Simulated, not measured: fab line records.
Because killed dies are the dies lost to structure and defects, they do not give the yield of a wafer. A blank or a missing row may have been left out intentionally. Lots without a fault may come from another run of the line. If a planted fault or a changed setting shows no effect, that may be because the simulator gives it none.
fab line records	flow gf180mcu
record: lots: 13	wafers: 38	last_day: 34
route steps=602 shown CONTACT@290 M1@318
lots untouched by any fault: they come from a run of this same line in which no faults occurred
start_h: hours from the record's opening day to when the first of the lot's shown wafers began	wait_h: hours elapsed since this lot's preceding step	" repeats the value in the row above	L1.1+2: several wafers, shown together as one row	- no value, or no start was given	* or withheld: withheld	< > ~ a bound
route shown NAME@n: NAME is a module with steps in the file, n the number in the route of the first one	usual: mean/standard deviation of fault-free wafers	same: alike in all rows	chamber/n: place in a boat	sites: the reading at each site	_std_site: the standard deviation of these	_edge_site: mean of outer sites minus mean of inner sites	radius_mm: for every site, how far away it sits from the centre of the wafer	mask NAME#n: copy n	behind: the most recent tool/chamber to have shaped the wafer	hold: why the lot was held/for how many hours/how that ended	device: whichever transistor did not switch (one of n, p or np)	end of line: the route-end tests of the same wafers	a step with no rows: only its recipe	killed: not the wafer's yield, but the dies lost to structure and defects at the first sort	map: a wafer's dies, x killed, . not, _ none there
set.NAME: the setting the step ran with; set.NAME@STEP: the setting that earlier step ran with	model.NAME: the simulator's own value behind a step, which no gauge read
the route's steps for a sample of lots (tables are steps, rows are wafers)
services: a tool's chamber out of use, with start hour (start_h, from the record's first day; less than 0 if before it), hours out, and reason
== steps ==
step: GF_CONTACT_THK_MEAS_03
recipe: reads: SiO2_of_CONTACT_CVD_02
usual: CONTACT_CVD_02_THK: 861/11
lot.wafer	tool	chamber	start_h	wait_h	CONTACT_CVD_02_THK[nm]
L730.2	film_metro-04	-	337.97	0.0	833
L730.3	"	-	"	"	846
L730.5	"	-	"	"	857
L731.1	film_metro-02	-	344.11	0.0	849
L731.2	"	-	"	"	863
L731.3	"	-	"	"	851
L733.3	film_metro-02	-	363.10	0.1	850
L733.5	"	-	"	"	871
L733.6	"	-	"	"	872
L735.2	film_metro-04	-	376.19	0.0	852
L735.3	"	-	"	"	866
L735.5	"	-	"	"	865
L736.4	film_metro-04	-	381.07	0.0	861
L736.5	"	-	"	"	870
L736.6	"	-	"	"	876
L737.1	film_metro-04	-	389.66	0.0	849
L737.2	"	-	"	"	861
L737.4	"	-	"	"	856
L739.3	film_metro-02	-	410.93	0.1	853
L739.4	"	-	"	"	880
L739.5	"	-	"	"	869
L740.4	film_metro-02	-	416.48	0.0	860
L740.5	"	-	"	"	862
L740.6	"	-	"	"	869
L742.1	film_metro-02	-	443.37	0.0	850
L742.2	"	-	"	"	873
L750.2	film_metro-03	-	533.23	0.0	857
L750.3	"	-	"	"	848
L750.4	"	-	"	"	862
L752.1	film_metro-02	-	542.73	0.0	846
L752.3	"	-	"	"	835
L752.6	"	-	"	"	864
L753.1	film_metro-03	-	543.93	0.0	847
L753.4	"	-	"	"	867
L753.6	"	-	"	"	873
L751.2	film_metro-03	-	545.17	0.0	857
L751.3	"	-	"	"	865
L751.5	"	-	"	"	866
step: GF_CONTACT_BOW_MEAS_05
recipe: mode: bow
usual: CONTACT_BOW: 66/7.1
lot.wafer	tool	chamber	start_h	wait_h	CONTACT_BOW[um]
L730.2	film_metro-02	-	338.34	0.3	72
L730.3	"	-	"	"	58
L730.5	"	-	"	"	69
L731.1	film_metro-02	-	344.47	0.1	83
L731.2	"	-	"	"	62
L731.3	"	-	"	"	61
L733.3	film_metro-03	-	363.48	0.3	74
L733.5	"	-	"	"	56
L733.6	"	-	"	"	56
L735.2	film_metro-03	-	376.56	0.2	64
L735.3	"	-	"	"	67
L735.5	"	-	"	"	68
L736.4	film_metro-04	-	381.46	0.3	64
L736.5	"	-	"	"	64
L736.6	"	-	"	"	85
L737.1	film_metro-04	-	390.04	0.1	61
L737.2	"	-	"	"	69
L737.4	"	-	"	"	62
L739.3	film_metro-02	-	411.31	0.2	71
L739.4	"	-	"	"	62
L739.5	"	-	"	"	59
L740.4	film_metro-02	-	416.87	0.2	80
L740.5	"	-	"	"	67
L740.6	"	-	"	"	69
L742.1	film_metro-03	-	443.73	0.2	53
L742.2	"	-	"	"	64
L750.2	film_metro-03	-	533.60	0.2	57
L750.3	"	-	"	"	55
L750.4	"	-	"	"	68
L752.1	film_metro-04	-	543.09	0.1	62
L752.3	"	-	"	"	55
L752.6	"	-	"	"	69
L753.1	film_metro-02	-	544.31	0.3	49
L753.4	"	-	"	"	63
L753.6	"	-	"	"	67
L751.2	film_metro-02	-	545.54	0.2	81
L751.3	"	-	"	"	74
L751.5	"	-	"	"	75
step: GF_CONTACT_CVD_24
recipe: material: W	target_thk_nm: 300	time_s: 90.339	temp_c: 400	pressure_torr: 40
usual: heater_power_w: 908/75
lot.wafer	tool	chamber	start_h	wait_h	heater_power_w	since_wet_clean_h
L730.2	cvd_w-01	0	359.31	0.0	948	455
L730.3	"	0	"	"	948	-
L730.5	"	0	"	"	954	-
L731.1	cvd_w-01	0	365.56	0.0	970	462
L731.2	"	1	"	"	812	462
L731.3	"	0	"	"	949	-
L733.3	cvd_w-01	1	386.92	0.1	820	-
L733.5	"	1	"	"	825	-
L733.6	"	0	"	"	966	-
L735.2	cvd_w-01	0	399.65	0.0	953	496
L735.3	"	0	"	"	934	-
L735.5	"	1	"	"	841	-
L736.4	cvd_w-02	0	404.63	0.1	1021	-
L736.5	"	0	"	"	992	-
L736.6	"	1	"	"	841	-
L737.1	cvd_w-01	0	413.98	0.0	950	510
L737.2	"	1	"	"	842	510
L737.4	"	1	"	"	818	-
L739.3	cvd_w-02	1	434.95	0.1	835	-
L739.4	"	0	"	"	1006	-
L739.5	"	1	"	"	831	-
L740.4	cvd_w-01	1	441.27	0.1	831	-
L740.5	"	0	"	"	945	-
L740.6	"	1	"	"	814	-
L742.1	cvd_w-02	0	468.41	0.0	976	64
L742.2	"	1	"	"	840	64
L750.2	cvd_w-02	1	556.97	0.0	807	153
L750.3	"	1	"	"	843	-
L750.4	"	0	"	"	973	-
L752.1	cvd_w-01	0	565.78	0.0	941	662
L752.3	"	1	"	"	845	-
L752.6	"	0	"	"	953	-
L753.1	cvd_w-01	1	567.08	0.0	827	663
L753.4	"	0	"	"	1001	-
L753.6	"	0	"	"	942	-
L751.2	cvd_w-02	0	568.34	0.0	991	164
L751.3	"	0	"	"	1005	-
L751.5	"	1	"	"	831	-
step: GF_CONTACT_RS_MEAS_25
recipe: thk_meas_gauge: four-point-probe	reads: W_of_CONTACT_CVD_24+TiN_of_CONTACT_SPUTTER_23+Ti_of_CONTACT_SPUTTER_22
usual: CONTACT_W_RS: 0.382/0.0046
lot.wafer	tool	chamber	start_h	wait_h	CONTACT_W_RS[ohm/sq]
L730.2	film_metro-02	-	359.43	0.1	0.378
L730.3	"	-	"	"	0.380
L730.5	"	-	"	"	0.381
L731.1	film_metro-02	-	365.66	0.1	0.383
L731.2	"	-	"	"	0.374
L731.3	"	-	"	"	0.383
L733.3	film_metro-04	-	387.02	0.1	0.374
L733.5	"	-	"	"	0.379
L733.6	"	-	"	"	0.380
L735.2	film_metro-02	-	399.77	0.1	0.389
L735.3	"	-	"	"	0.383
L735.5	"	-	"	"	0.374
L736.4	film_metro-04	-	404.76	0.1	0.378
L736.5	"	-	"	"	0.375
L736.6	"	-	"	"	0.388
L737.1	film_metro-03	-	414.08	0.1	0.379
L737.2	"	-	"	"	0.370
L737.4	"	-	"	"	0.376
L739.3	film_metro-04	-	435.11	0.1	0.387
L739.4	"	-	"	"	0.382
L739.5	"	-	"	"	0.384
L740.4	film_metro-04	-	441.40	0.1	0.381
L740.5	"	-	"	"	0.379
L740.6	"	-	"	"	0.383
L742.1	film_metro-03	-	468.51	0.1	0.368
L742.2	"	-	"	"	0.367
L750.2	film_metro-03	-	557.09	0.1	0.384
L750.3	"	-	"	"	0.390
L750.4	"	-	"	"	0.378
L752.1	film_metro-02	-	565.88	0.1	0.378
L752.3	"	-	"	"	0.375
L752.6	"	-	"	"	0.378
L753.1	film_metro-02	-	567.18	0.1	0.380
L753.4	"	-	"	"	0.380
L753.6	"	-	"	"	0.380
L751.2	film_metro-04	-	568.46	0.1	0.377
L751.3	"	-	"	"	0.382
L751.5	"	-	"	"	0.384
step: GF_CONTACT_THK_MEAS_26
recipe: thk_meas_gauge: xrf	reads: W_of_CONTACT_CVD_24
usual: CONTACT_W_THK: 306/4.4
lot.wafer	tool	chamber	start_h	wait_h	CONTACT_W_THK[nm]
L730.2	film_metro-02	-	359.54	0.1	309
L730.3	"	-	"	"	308
L730.5	"	-	"	"	309
L731.1	film_metro-02	-	365.78	0.1	308
L731.2	"	-	"	"	316
L731.3	"	-	"	"	311
L733.3	film_metro-04	-	387.12	0.1	316
L733.5	"	-	"	"	312
L733.6	"	-	"	"	310
L735.2	film_metro-02	-	399.88	0.1	301
L735.3	"	-	"	"	303
L735.5	"	-	"	"	311
L736.4	film_metro-04	-	404.85	0.1	312
L736.5	"	-	"	"	314
L736.6	"	-	"	"	306
L737.1	film_metro-03	-	414.20	0.1	305
L737.2	"	-	"	"	312
L737.4	"	-	"	"	309
L739.3	film_metro-04	-	435.21	0.1	303
L739.4	"	-	"	"	307
L739.5	"	-	"	"	304
L740.4	film_metro-04	-	441.49	0.1	307
L740.5	"	-	"	"	308
L740.6	"	-	"	"	305
L742.1	film_metro-03	-	468.63	0.1	317
L742.2	"	-	"	"	318
L750.2	film_metro-03	-	557.20	0.1	300
L750.3	"	-	"	"	296
L750.4	"	-	"	"	305
L752.1	film_metro-02	-	566.00	0.1	311
L752.3	"	-	"	"	312
L752.6	"	-	"	"	312
L753.1	film_metro-02	-	567.30	0.1	308
L753.4	"	-	"	"	307
L753.6	"	-	"	"	309
L751.2	film_metro-04	-	568.57	0.1	312
L751.3	"	-	"	"	308
L751.5	"	-	"	"	305
step: GF_M1_SPUTTER_03
recipe: material: Ti	target_thk_nm: 10	substrate_temp_c: 300	chamber_pressure_pa: 0.3	power_w: 3000	time_s: 6.7
usual: cathode_dc_power_W: 2999.9/0.55	throttle_valve_pct: 29.5/1.3
lot.wafer	tool	chamber	start_h	wait_h	cathode_dc_power_W	throttle_valve_pct
L730.2	pvd_sputter-02	-	360.05	0.0	2999.8	29.4
L730.3	"	-	"	"	3000.8	27.9
L730.5	"	-	"	"	2999.4	29.0
L731.1	pvd_sputter-03	-	366.30	0.0	2999.9	27.7
L731.2	"	-	"	"	3000.6	31.0
L731.3	"	-	"	"	2999.7	29.5
L733.3	pvd_sputter-02	-	387.62	0.0	2999.8	28.8
L733.5	"	-	"	"	3000.8	27.7
L733.6	"	-	"	"	2999.8	29.0
L735.2	pvd_sputter-01	-	400.39	0.0	2999.9	30.2
L735.3	"	-	"	"	3000.2	29.3
L735.5	"	-	"	"	3000.8	29.4
L736.4	pvd_sputter-02	-	405.34	0.0	3000.7	27.5
L736.5	"	-	"	"	2999.6	29.1
L736.6	"	-	"	"	3000.1	29.5
L737.1	pvd_sputter-03	-	414.72	0.0	3000.1	31.6
L737.2	"	-	"	"	2999.8	27.8
L737.4	"	-	"	"	2999.6	31.3
L739.3	pvd_sputter-02	-	435.81	0.0	2999.0	28.7
L739.4	"	-	"	"	3000.5	30.0
L739.5	"	-	"	"	3000.0	29.7
L740.4	pvd_sputter-02	-	442.09	0.0	2999.1	28.9
L740.5	"	-	"	"	3000.5	30.0
L740.6	"	-	"	"	2999.3	29.2
L742.1	pvd_sputter-03	-	469.15	0.0	2999.8	31.5
L742.2	"	-	"	"	3000.0	27.7
L750.2	pvd_sputter-01	-	557.86	0.0	2999.9	27.6
L750.3	"	-	"	"	3000.5	30.4
L750.4	"	-	"	"	2999.7	29.1
L752.1	pvd_sputter-03	-	566.52	0.0	3000.3	29.8
L752.3	"	-	"	"	3000.5	31.4
L752.6	"	-	"	"	3000.3	29.9
L753.1	pvd_sputter-01	-	567.82	0.0	2999.1	29.2
L753.4	"	-	"	"	3000.1	30.8
L753.6	"	-	"	"	2999.5	30.1
L751.2	pvd_sputter-03	-	569.08	0.0	3000.5	29.5
L751.3	"	-	"	"	3000.0	27.7
L751.5	"	-	"	"	3000.3	30.7
== services ==
tool	chamber	start_h	hours	kind
cvd_w-01	-	336.59	6.9	pm
cvd_w-02	0	361.76	15.2	repair
cvd_w-01	-	363.68	1.3	repair
pvd_sputter-02	-	367.80	0.7	repair
cvd_w-02	-	372.33	1.0	repair
cvd_w-02	-	390.00	14.0	pm
cvd_w-02	0	390.00	14.0	vent_cycle
cvd_w-02	1	390.00	14.0	vent_cycle
cvd_w-02	0	404.00	-	clean
cvd_w-02	1	404.00	-	clean
pvd_sputter-03	1	407.12	-	consumable_replace:kit
cvd_w-02	1	441.48	8.4	repair
cvd_w-02	-	464.90	0.3	repair
pvd_sputter-03	-	471.31	2.8	repair
pvd_sputter-02	-	472.22	7.4	repair
pvd_sputter-01	-	492.24	3.8	repair
pvd_sputter-03	-	508.64	2.2	repair
pvd_sputter-01	-	520.43	4.7	repair
pvd_sputter-03	-	533.64	3.5	repair
pvd_sputter-03	-	534.26	10.8	repair
pvd_sputter-02	-	552.20	2.9	repair
cvd_w-02	0	554.31	1.5	repair
pvd_sputter-01	-	558.29	4.2	repair
cvd_w-02	-	559.61	0.3	repair
== key ==
first_sign: step: GF_CONTACT_RS_MEAS_25	reading: CONTACT_W_RS	direction: down	sigmas: 3.1	usual: 0.382	struck: 0.368
effect: step: GF_CONTACT_THK_MEAS_26	reading: CONTACT_W_THK	direction: up	sigmas: 2.5	usual: 306	struck: 317
met_at GF_CONTACT_CVD_24
struck_lots L742
struck_wafers L742.1,L742.2
tester_left_out L742
not_acting_at GF_CONTACT_THK_MEAS_03,GF_CONTACT_BOW_MEAS_05,GF_M1_SPUTTER_03
onset_between 434.95 468.41
fault: kind: process_parameter_drift	tool: cvd_w-02	chamber: -	onset_h: 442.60	steps: GF_CONTACT_CVD_24	channel: target_thk_nm	offset: 14.938	shape: step	end_h: 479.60	scope: struck_wafers_only	acts_in: these_recipes_only	stated: 300
tester_left_out: of these lots the tester's yield and bins aren't shown, on N5 and GAA mostly nor the transistor test; their killed dies are dies lost to structure and defects alone, not to doping, threshold or leakage, so they don't give the yield
